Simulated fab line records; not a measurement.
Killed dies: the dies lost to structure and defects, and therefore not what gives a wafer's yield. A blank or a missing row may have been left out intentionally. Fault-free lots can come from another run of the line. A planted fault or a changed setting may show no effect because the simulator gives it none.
fab line records	flow sky130
[record] lots = 7	wafers = 21	lastDay = 47
route steps=708 shown LDD_N@239 PAD_OPEN@708
lots with no fault: from the same line, run without faults
startH: the number of hours between the record's first day and the start of the first shown wafer of the lot	waitH: time in hours since the lot's previous step	" repeats the value in the row above	L1.1+2: several wafers, shown together as one row	- value missing, or start not given	* or withheld: withheld	< > ~ a bound
route shown NAME@n: names a module that has steps shown in the file, with the first one's number in the route	usual: mean/standard deviation of fault-free wafers	same: alike in all rows	chamber/n: place in a boat	sites: the reading at each site	_std_site: standard deviation of those values	_edge_site: outer sites' mean less inner sites'	radiusMm: for every site, how far away it sits from the centre of the wafer	mask NAME#n: copy n	behind: the last tool/chamber to shape the wafer	hold: the reason the lot was held/the length of the hold in hours/how it ended	device: which transistor (n, p or np) failed to switch	end of line: the same wafers' tests at the end of the route	a step with no rows: only its recipe	killed: not the wafer's yield, but the dies lost to structure and defects at the first sort	map: shows each die of a wafer: x if killed, . if not, _ if none is there
set.NAME: the run value of the setting; set.NAME@STEP: its run value at that earlier step	model.NAME: the simulator's own value behind a step, which no gauge read
lots at selected steps of the route; one table per step, one row per wafer
services: from which hour (startH, from the record's first day; less than 0 if before it) a tool's chamber was out of use, for how many hours, and why
[[steps]]
[step SKY_LDD_N_COAT_02]
[recipe] resist = NOVOLAK	spinRpm = 3000	resistThkNm = 300
[step SKY_LDD_N_SOFTBAKE_03]
[recipe] tempC = 90	timeS = 60	resist = NOVOLAK
[step SKY_LDD_N_EXPOSE_04]
[recipe] maskId = NTM	targetCdNm = 840	na = 0.6	sourceShape = conventional	sigmaOuter = 0.6	doseMj = 110
[step SKY_LDD_N_PEB_05]
[recipe] tempC = withheld	timeS = *	resist = NOVOLAK
[step SKY_LDD_N_DEVELOP_06]
[recipe] developTimeS = 60	devTempC = 23
[step SKY_LDD_N_OVL_MEAS_07]
[usual] LDD_N_OVL = -1.2/1.3
lot.wafer	tool	chamber	startH	waitH	LDD_N_OVL[nm]
L798.1	overlay-01	-	396.43	0.1	-0.7
L798.4	"	-	"	"	-1.6
L798.5	"	-	"	"	-2.0
L800.2	overlay-01	-	410.08	0.1	0.7
L800.5	"	-	"	"	-0.6
L800.6	"	-	"	"	-0.8
L804.1	overlay-02	-	461.48	0.1	-2.1
L804.2	"	-	"	"	0.0
L804.6	"	-	"	"	-0.7
L805.2	overlay-01	-	472.08	0.1	-2.5
L805.3	"	-	"	"	-2.2
L805.5	"	-	"	"	-1.4
L806.1	overlay-01	-	477.28	0.1	-0.8
L806.5	"	-	"	"	0.2
L806.6	"	-	"	"	0.0
L807.1	overlay-02	-	484.52	0.1	-1.6
L807.2	"	-	"	"	-2.7
L807.3	"	-	"	"	-1.9
L808.3	overlay-01	-	494.75	0.1	-0.1
L808.5	"	-	"	"	-1.4
L808.6	"	-	"	"	0.8
[step SKY_LDD_N_IMPLANT_08]
[recipe] species = As	energyKev = 20	doseCm2 = 7.5e+13	tiltDeg = withheld	rotationDeg = 23
[step SKY_LDD_N_IMPLANT_09]
[recipe] species = As	energyKev = 20	doseCm2 = 7.5e+13	tiltDeg = withheld	rotationDeg = 113
[step SKY_LDD_N_IMPLANT_10]
[recipe] species = As	energyKev = 20	doseCm2 = 7.5e+13	tiltDeg = withheld	rotationDeg = 203
[step SKY_LDD_N_IMPLANT_11]
[recipe] species = As	energyKev = 20	doseCm2 = 7.5e+13	tiltDeg = withheld	rotationDeg = 293
[step SKY_LDD_N_IMPLANT_12]
[recipe] species = BF2	energyKev = 50	doseCm2 = 5e+12	tiltDeg = 30	rotationDeg = 0
[step SKY_LDD_N_IMPLANT_13]
[recipe] species = BF2	energyKev = 50	doseCm2 = 5e+12	tiltDeg = 30	rotationDeg = 90
[step SKY_LDD_N_IMPLANT_14]
[recipe] species = BF2	energyKev = 50	doseCm2 = 5e+12	tiltDeg = 30	rotationDeg = 180
[usual] doseIonsCm2 = 5.001e+12/5.4e+09	implantIonAmu = 49/0
lot.wafer	tool	chamber	startH	waitH	doseIonsCm2	implantIonAmu	model.implant.rpNm	model.implant.drpNm
L798.1	implanter-02	0	397.37	0.1	5.012e+12	49	32.77	18.83
L798.4	"	0	"	"	5.007e+12	49	32.77	18.83
L798.5	"	0	"	"	5.002e+12	49	32.77	18.83
L800.2	implanter-03	0	411.03	0.1	5.009e+12	49	32.38	18.83
L800.5	"	0	"	"	5.004e+12	49	32.38	18.83
L800.6	"	0	"	"	5.008e+12	49	32.38	18.83
L804.1	implanter-04	0	462.42	0.1	5.013e+12	49	31.22	18.83
L804.2	"	0	"	"	5.006e+12	49	31.22	18.83
L804.6	"	0	"	"	5.004e+12	49	31.22	18.83
L805.2	implanter-03	0	473.03	0.1	4.999e+12	49	32.37	18.83
L805.3	"	0	"	"	5.007e+12	49	32.37	18.83
L805.5	"	0	"	"	4.996e+12	49	32.37	18.83
L806.1	implanter-04	0	478.22	0.1	4.998e+12	11	138.7	60.76
L806.5	"	0	"	"	4.987e+12	11	138.7	60.76
L806.6	"	0	"	"	5.003e+12	11	138.7	60.76
L807.1	implanter-04	0	485.46	0.1	4.998e+12	11	144.2	60.76
L807.2	"	0	"	"	5.002e+12	11	144.2	60.76
L807.3	"	0	"	"	4.998e+12	11	144.2	60.76
L808.3	implanter-02	0	495.72	0.1	4.999e+12	11	137.7	60.76
L808.5	"	0	"	"	5.013e+12	11	137.7	60.76
L808.6	"	0	"	"	5.005e+12	11	137.7	60.76
[step SKY_LDD_N_IMPLANT_15]
[recipe] species = BF2	energyKev = 50	doseCm2 = 5e+12	tiltDeg = 30	rotationDeg = 270
[step SKY_PAD_OPEN_PROBE_99]
[usual] killed_at_M0_to_M3 = 44/7.3	killed_at_M4_up = 3.2/1.8	killedAtContacts = 24/5.4	killedAtFrontEnd = 16/4.4	killedAtOther = 0.3/0.48	killedDies = 86/9.5	killedOpen = 47/7.7	killedShort = 39/6.4
[same] grossDies = 492	killedAtBackSide = 0
lot.wafer	tool	chamber	startH	waitH	killed_at_M0_to_M3	killed_at_M4_up	killedAtContacts	killedAtFrontEnd	killedAtOther	killedDies	killedOpen	killedShort	model.etest.tipP.rsOhmSq	model.etest.tip_p_5v.rsOhmSq	model.etest.tip_n_5v.rsOhmSq	model.etest.tipN.rsOhmSq	model.etest.diodeNdiffPwell.leakLog10ACm2	model.etest.diodeNdiffFingers.leakLog10ACm2	model.etest.nfet_01v8_swapped.offLog10AUm	model.etest.nfet_01v8_turned.offLog10AUm
L798.1	prober-02	-	1070.23	0.1	43	2	30	9	0	84	52	32	6860	2827	1382	441.3	-7.358	-6.367	-13.47	-13.33
L798.4	prober-02	-	1070.38	0.2	33	5	22	11	0	71	44	27	6899	2833	1391	439.3	-7.442	-6.656	-13.34	-13.32
L798.5	prober-02	-	1070.43	0.2	40	2	23	12	0	77	41	36	6842	2838	1392	439.5	-7.584	-6.628	-13.3	-13.36
L800.2	prober-01	-	1085.64	0.1	46	2	22	17	0	87	37	50	6975	2856	1352	444.6	-7.231	-6.713	-13.37	-13.46
L800.5	prober-01	-	1085.79	0.2	40	3	28	8	0	79	39	40	6905	2832	1365	444.8	-7.276	-6.633	-13.36	-13.35
L800.6	prober-01	-	1085.84	0.2	43	3	19	19	0	84	49	35	6951	2833	1367	440.2	-7.392	-6.581	-13.36	-13.44
L804.1	prober-01	-	1109.21	0.1	37	2	20	18	0	77	39	38	6946	2853	1399	440.8	-7.534	-6.742	-13.44	-13.31
L804.2	prober-01	-	1109.26	0.1	53	2	18	23	0	96	50	46	6939	2859	1391	439	-7.066	-6.557	-13.33	-13.42
L804.6	prober-01	-	1109.46	0.2	38	7	24	19	0	88	48	40	6974	2860	1396	439.5	-7.387	-6.551	-13.43	-13.35
L805.2	prober-02	-	1119.36	0.1	43	3	24	11	0	81	39	42	6907	2846	1384	448.5	-7.299	-6.761	-13.41	-13.43
L805.3	prober-02	-	1119.41	0.2	43	5	29	12	0	89	40	49	6910	2848	1398	446.2	-7.478	-6.983	-13.44	-13.37
L805.5	prober-02	-	1119.51	0.2	42	6	24	22	0	94	51	43	6866	2834	1405	443.3	-7.47	-6.641	-13.39	-13.37
L806.1	prober-01	-	1124.09	0.1	44	1	23	14	0	82	47	35	6599	2803	1415	433	-6.263	-5.887	-13.12	-12.99
L806.5	prober-01	-	1124.29	0.2	51	5	32	10	0	98	54	44	6536	2845	1402	437.3	-6.323	-6.124	-13	-13.09
L806.6	prober-01	-	1124.34	0.2	60	1	24	16	0	101	55	46	6538	2836	1402	435.4	-6.116	-6.064	-13.06	-13.01
L807.1	prober-02	-	1126.78	0.1	43	2	31	18	0	94	58	36	6569	2840	1442	436.6	-6.298	-6.138	-12.98	-13.16
L807.2	prober-02	-	1126.83	0.1	55	3	18	18	1	95	55	40	6691	2836	1446	433.3	-6.086	-6.179	-13.02	-12.95
L807.3	prober-02	-	1126.88	0.2	50	3	34	11	1	99	59	40	6629	2834	1453	435.3	-6.433	-6.188	-13.12	-13.2
L808.3	prober-01	-	1134.50	0.2	41	2	24	7	0	74	40	34	6464	2805	1426	433.6	-6.595	-6.172	-13.06	-13.09
L808.5	prober-01	-	1134.60	0.2	40	4	12	18	0	74	42	32	6428	2792	1428	431	-6.444	-5.967	-13.06	-13.09
L808.6	prober-01	-	1134.65	0.2	34	1	19	12	0	66	40	26	6484	2811	1426	430.8	-6.72	-5.85	-12.89	-13.03
// killed by level:class
L798.1 LI_CONTACT:geometricParticle:open=11 CONTACT:geometricParticle:open=11 VIA1:geometricParticle:open=11 VIA3:geometricParticle:open=8 METAL1:geometricParticle:short=6 METAL2:geometricParticle:short=6 VIA2:geometricParticle:short=4 FIELD_ISO:geometricParticle:open=3
L798.4 CONTACT:geometricParticle:open=9 VIA1:geometricParticle:open=9 LI_CONTACT:geometricParticle:open=6 POLY_GATE:geometricParticle:open=5 METAL1:geometricParticle:short=5 VIA3:geometricParticle:open=5 LOCAL_INTERCONNECT:geometricParticle:short=4 VIA2:geometricParticle:short=3
L798.5 VIA1:geometricParticle:open=12 VIA2:geometricParticle:open=8 LI_CONTACT:geometricParticle:open=7 LOCAL_INTERCONNECT:geometricParticle:short=6 CONTACT:geometricParticle:open=5 METAL1:geometricParticle:short=5 VIA1:geometricParticle:short=5 FIELD_ISO:geometricParticle:short=4
L800.2 VIA1:geometricParticle:open=9 CONTACT:geometricParticle:short=8 METAL1:geometricParticle:short=7 VIA1:geometricParticle:short=7 CONTACT:geometricParticle:open=6 METAL2:geometricParticle:short=5 VIA2:geometricParticle:open=5 POLY_CUT:geometricParticle:short=4
L800.5 VIA1:geometricParticle:open=10 VIA2:geometricParticle:open=7 LOCAL_INTERCONNECT:geometricParticle:short=7 LI_CONTACT:geometricParticle:open=6 CONTACT:geometricParticle:short=5 CONTACT:geometricParticle:open=5 VIA3:geometricParticle:open=5 FIELD_ISO:geometricParticle:short=4
L800.6 VIA1:geometricParticle:open=16 CONTACT:geometricParticle:open=9 POLY_GATE:geometricParticle:open=8 FIELD_ISO:geometricParticle:short=6 VIA1:geometricParticle:short=6 METAL1:geometricParticle:short=5 VIA3:geometricParticle:open=5 FIELD_ISO:geometricParticle:open=4
L804.1 CONTACT:geometricParticle:open=11 FIELD_ISO:geometricParticle:short=6 POLY_GATE:geometricParticle:short=6 VIA1:geometricParticle:open=6 METAL2:geometricParticle:short=6 VIA1:geometricParticle:short=5 VIA2:geometricParticle:open=5 METAL1:geometricParticle:short=5
L804.2 VIA2:geometricParticle:open=12 VIA1:geometricParticle:open=10 FIELD_ISO:geometricParticle:open=7 CONTACT:geometricParticle:open=7 METAL2:geometricParticle:short=7 FIELD_ISO:geometricParticle:short=5 VIA1:geometricParticle:short=5 VIA3:geometricParticle:open=5
L804.6 VIA1:geometricParticle:open=14 CONTACT:geometricParticle:open=8 FIELD_ISO:geometricParticle:open=7 VIA3:geometricParticle:short=7 LI_CONTACT:geometricParticle:open=5 LOCAL_INTERCONNECT:geometricParticle:short=5 METAL2:geometricParticle:short=5 FIELD_ISO:geometricParticle:short=4
L805.2 VIA1:geometricParticle:open=9 VIA2:geometricParticle:open=7 METAL1:geometricParticle:short=6 VIA2:geometricParticle:short=6 LI_CONTACT:geometricParticle:open=5 CONTACT:geometricParticle:short=5 CONTACT:geometricParticle:open=5 FIELD_ISO:geometricParticle:short=4
L805.3 CONTACT:geometricParticle:short=10 METAL1:geometricParticle:short=10 CONTACT:geometricParticle:open=8 VIA1:geometricParticle:open=7 POLY_GATE:geometricParticle:open=6 LOCAL_INTERCONNECT:geometricParticle:short=6 METAL2:geometricParticle:short=6 VIA1:geometricParticle:short=5
L805.5 CONTACT:geometricParticle:open=11 VIA1:geometricParticle:open=8 VIA2:geometricParticle:open=7 METAL2:geometricParticle:short=6 VIA3:geometricParticle:open=6 FIELD_ISO:geometricParticle:short=5 POLY_GATE:geometricParticle:open=5 LI_CONTACT:geometricParticle:open=5
L806.1 VIA3:geometricParticle:open=9 CONTACT:geometricParticle:open=8 VIA1:geometricParticle:open=8 FIELD_ISO:geometricParticle:open=5 VIA3:geometricParticle:short=5 FIELD_ISO:geometricParticle:short=4 LI_CONTACT:geometricParticle:open=4 CONTACT:geometricParticle:short=4
L806.5 CONTACT:geometricParticle:open=11 VIA1:geometricParticle:open=10 VIA2:geometricParticle:open=9 CONTACT:geometricParticle:short=7 LI_CONTACT:geometricParticle:open=6 VIA3:geometricParticle:open=6 LOCAL_INTERCONNECT:geometricParticle:short=5 METAL1:geometricParticle:open=4
L806.6 VIA1:geometricParticle:short=12 VIA1:geometricParticle:open=11 VIA3:geometricParticle:open=9 LI_CONTACT:geometricParticle:open=8 METAL1:geometricParticle:short=7 CONTACT:geometricParticle:open=7 VIA2:geometricParticle:open=6 CONTACT:geometricParticle:short=5
L807.1 VIA2:geometricParticle:open=11 CONTACT:geometricParticle:open=10 VIA1:geometricParticle:open=10 LI_CONTACT:geometricParticle:open=8 CONTACT:geometricParticle:short=6 SPACER:geometricParticle:open=5 VIA3:geometricParticle:open=5 FIELD_ISO:geometricParticle:open=4
L807.2 VIA1:geometricParticle:open=15 VIA3:geometricParticle:open=12 VIA2:geometricParticle:open=7 FIELD_ISO:geometricParticle:short=5 POLY_GATE:geometricParticle:open=5 VIA1:geometricParticle:short=5 LOCAL_INTERCONNECT:geometricParticle:short=5 CONTACT:geometricParticle:open=5
L807.3 CONTACT:geometricParticle:open=16 VIA1:geometricParticle:open=13 VIA2:geometricParticle:open=11 VIA1:geometricParticle:short=7 CONTACT:geometricParticle:short=6 LI_CONTACT:geometricParticle:open=6 LOCAL_INTERCONNECT:geometricParticle:short=5 VIA2:geometricParticle:short=5
L808.3 VIA1:geometricParticle:open=10 VIA2:geometricParticle:open=9 CONTACT:geometricParticle:open=8 METAL2:geometricParticle:short=7 LI_CONTACT:geometricParticle:open=6 CONTACT:geometricParticle:short=5 VIA3:geometricParticle:open=4 METAL1:geometricParticle:short=4
L808.5 VIA1:geometricParticle:open=10 VIA3:geometricParticle:open=8 FIELD_ISO:geometricParticle:open=5 LI_CONTACT:geometricParticle:open=5 VIA3:geometricParticle:short=5 FIELD_ISO:geometricParticle:short=4 METAL1:geometricParticle:short=4 METAL3:geometricParticle:short=4
L808.6 METAL1:geometricParticle:short=10 CONTACT:geometricParticle:open=9 VIA1:geometricParticle:open=8 LI_CONTACT:geometricParticle:open=6 POLY_GATE:geometricParticle:open=4 VIA2:geometricParticle:open=4 VIA3:geometricParticle:open=4 METAL2:geometricParticle:short=3
[[services]]
tool	chamber	startH	hours	kind
implanter-03	-	429.52	4.9	pm
implanter-02	-	448.76	4.8	repair
[[key]]
[firstSign] step = SKY_LDD_N_IMPLANT_14	reading = implantIonAmu	direction = down	sigmas = 99+	usual = 49	struck = 11
effect none on later readings
[modelEffect] step = SKY_LDD_N_IMPLANT_14	value = implant.rpNm	without = 32.54	struck = 140.2
[modelEffect] step = SKY_PAD_OPEN_PROBE_99	value = etest.tipP.rsOhmSq	without = 6854	struck = 6549
metAt SKY_LDD_N_IMPLANT_14
struckWafers L806.1,L806.5,L806.6,L807.1,L807.2,L807.3,L808.3,L808.5,L808.6
testerLeftOut L806,L807,L808
onsetBetween 473.03 478.22
[fault] kind = wrongRecipeDownload	tool = implanter-02,implanter-03,implanter-04	chamber = -	onsetH = 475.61	steps = SKY_LDD_N_IMPLANT_14	wrongRecipe.notListed = 1
// testerLeftOut: of these lots the tester's yield and bins aren't shown, on N5 and GAA mostly nor the transistor test; their killed dies are dies lost to structure and defects alone, not to doping, threshold or leakage, so they don't give the yield
